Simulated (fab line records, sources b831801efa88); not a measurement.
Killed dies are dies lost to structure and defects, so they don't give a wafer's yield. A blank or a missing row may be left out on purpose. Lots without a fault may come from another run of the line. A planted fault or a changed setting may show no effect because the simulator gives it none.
Which tool did it? | flow gf180mcu | 12 lots, 36 wafers sampled, at 4 steps of a route of 602

WHAT THE GAUGES READ, wafer by wafer
GF_M3_OVL_MEAS_15. Usual: M3_OVL 1 nm, standard deviation 5.
lot  | measured     | on         | M3_OVL (nm) | flag
L691 | day 21 04:43 | overlay-01 | 3 6 11      |
L696 | day 23 08:56 | overlay-02 | -10 0 4     |
L697 | day 23 13:59 | overlay-01 | -1 1 2      |
L698 | day 24 05:38 | overlay-01 | -2 1 7      |
L700 | day 24 16:58 | overlay-02 | 4 2 -6      |
L702 | day 25 09:28 | overlay-01 | 2 -4 -2     |
L708 | day 27 05:59 | overlay-02 | -4 9 5      |
L709 | day 27 15:38 | overlay-01 | 10 12 9     |
L710 | day 28 02:27 | overlay-02 | 3 2 -7      |
L711 | day 28 03:46 | overlay-01 | -5 9 -1     |
L713 | day 28 17:46 | overlay-01 | 3 -1 0      |
L714 | day 29 03:17 | overlay-01 | -4 -11 2    |

GF_V3_THK_MEAS_03. Usual: V3_CVD_02_THK 850 nm, standard deviation 11.
lot  | measured     | on            | V3_CVD_02_THK (nm) | flag
L691 | day 21 05:39 | film_metro-03 | 839 847 864        |
L696 | day 23 09:59 | film_metro-01 | 850 841 854        |
L697 | day 23 14:58 | film_metro-02 | 837 826 858        |
L698 | day 24 06:34 | film_metro-01 | 836 854 864        |
L700 | day 24 17:53 | film_metro-01 | 852 812 864        |
L702 | day 25 10:22 | film_metro-01 | 808 864 819        |
L708 | day 27 06:52 | film_metro-02 | 848 855 866        |
L709 | day 27 16:32 | film_metro-01 | 853 858 864        |
L710 | day 28 03:22 | film_metro-01 | 843 848 862        |
L711 | day 28 04:59 | film_metro-03 | 840 837 835        |
L713 | day 28 18:59 | film_metro-01 | 838 841 855        |
L714 | day 29 04:18 | film_metro-03 | 835 851 846        |

GF_V3_CD_MEAS_14: target cd 260 nm. Usual: cd_nm 259.8 nm, standard deviation 1.4.
lot  | measured     | on        | cd_nm (nm)        | flag
L691 | day 22 05:19 | cd_sem-02 | 259.7 260.0 260.4 |
L696 | day 24 09:16 | cd_sem-02 | 260.2 259.9 260.4 |
L697 | day 24 13:45 | cd_sem-02 | 258.7 256.7 258.2 |
L698 | day 25 05:07 | cd_sem-01 | 260.5 258.2 259.2 |
L700 | day 25 15:50 | cd_sem-01 | 259.5 261.3 260.9 |
L702 | day 26 07:37 | cd_sem-01 | 260.5 260.7 261.0 |
L708 | day 28 03:02 | cd_sem-01 | 260.7 260.9 262.4 |
L709 | day 28 12:35 | cd_sem-01 | 261.2 259.5 259.8 |
L710 | day 28 23:01 | cd_sem-01 | 259.1 258.2 258.8 |
L711 | day 29 01:10 | cd_sem-02 | 261.3 261.4 260.7 |
L713 | day 29 15:14 | cd_sem-01 | 259.7 259.5 259.2 |
L714 | day 29 23:29 | cd_sem-02 | 261.6 261.7 261.5 |

WHICH TOOL RAN EACH LOT (tool, then ch and the chambers of the sampled wafers, then the start)
lot  | GF_V3_CVD_02
L691 | pecvd-01 ch 0,1, day 21 05:34
L696 | pecvd-04 ch 0,1,2, day 23 09:55
L697 | pecvd-01 ch 1,2, day 23 14:53
L698 | pecvd-04 ch 1,2, day 24 06:30
L700 | pecvd-04 ch 0,1,2, day 24 17:49
L702 | pecvd-04 ch 0,1, day 25 10:16
L708 | pecvd-01 ch 0,1, day 27 06:48
L709 | pecvd-01 ch 0,1,2, day 27 16:28
L710 | pecvd-01 ch 0,2, day 28 03:17
L711 | pecvd-02 ch 0,1,2, day 28 04:55
L713 | pecvd-02 ch 0,2, day 28 18:55
L714 | pecvd-04 ch 0,1, day 29 04:13
- GF_V3_CVD_02: deposits SiO2 from TEOS, target thk 850 nm, time 94.851 s.

WHAT THE TOOLS THEMSELVES READ (means of the sampled wafers that have a number; where no wafer has one, the mark that the record gives instead)
GF_V3_CVD_02. Usual: heater_power_w 609 W, standard deviation 70; rf_fwd_power_W 596.9 W, standard deviation 2.6; susceptor_temp_C 400.02 C, standard deviation 0.2.
lot  | tool     | heater_power_w (W) | rf_fwd_power_W (W) | susceptor_temp_C (C) | flag
L691 | pecvd-01 | 574                | 597.9              | 400.09               |
L696 | pecvd-04 | 641                | 596.4              | 400.32               |
L697 | pecvd-01 | 518                | 596.6              | 399.86               |
L698 | pecvd-04 | 591                | 596.5              | 399.98               |
L700 | pecvd-04 | 711                | 565.5              | 400.10               | OFF
L702 | pecvd-04 | 709                | 530.8              | 400.11               | OFF
L708 | pecvd-01 | 567                | 599.7              | 400.10               |
L709 | pecvd-01 | 542                | 599.8              | 400.09               |
L710 | pecvd-01 | 578                | 599.5              | 399.89               |
L711 | pecvd-02 | 641                | 597.4              | 400.07               |
L713 | pecvd-02 | 605                | 594.7              | 399.98               |
L714 | pecvd-04 | 730                | 595.3              | 400.08               |

THE ANSWER, worked out from the rows above alone
Rule: a lot is off if the mean of its wafers that have a number lies more than 3 standard deviations from the usual mean. A lot without any number at a reading at which 4 lots or more have one is off too. The other lots that the step has rows for count as sound. The gauges are gone through in route order, then the tools' own readings, and for those a lot's mean is taken as printed above. The first step at which some lot is off is used, and at that step the reading that is off furthest; a lot without a number counts as furthest.
Off: L700, L702, at GF_V3_CVD_02 (rf_fwd_power_W).
A tool fits if, at that step or a process step before it, it ran every lot that is off, and no sound lot after the first of them. None of those tried fits.

WHAT THE SIMULATOR HAD PUT IN
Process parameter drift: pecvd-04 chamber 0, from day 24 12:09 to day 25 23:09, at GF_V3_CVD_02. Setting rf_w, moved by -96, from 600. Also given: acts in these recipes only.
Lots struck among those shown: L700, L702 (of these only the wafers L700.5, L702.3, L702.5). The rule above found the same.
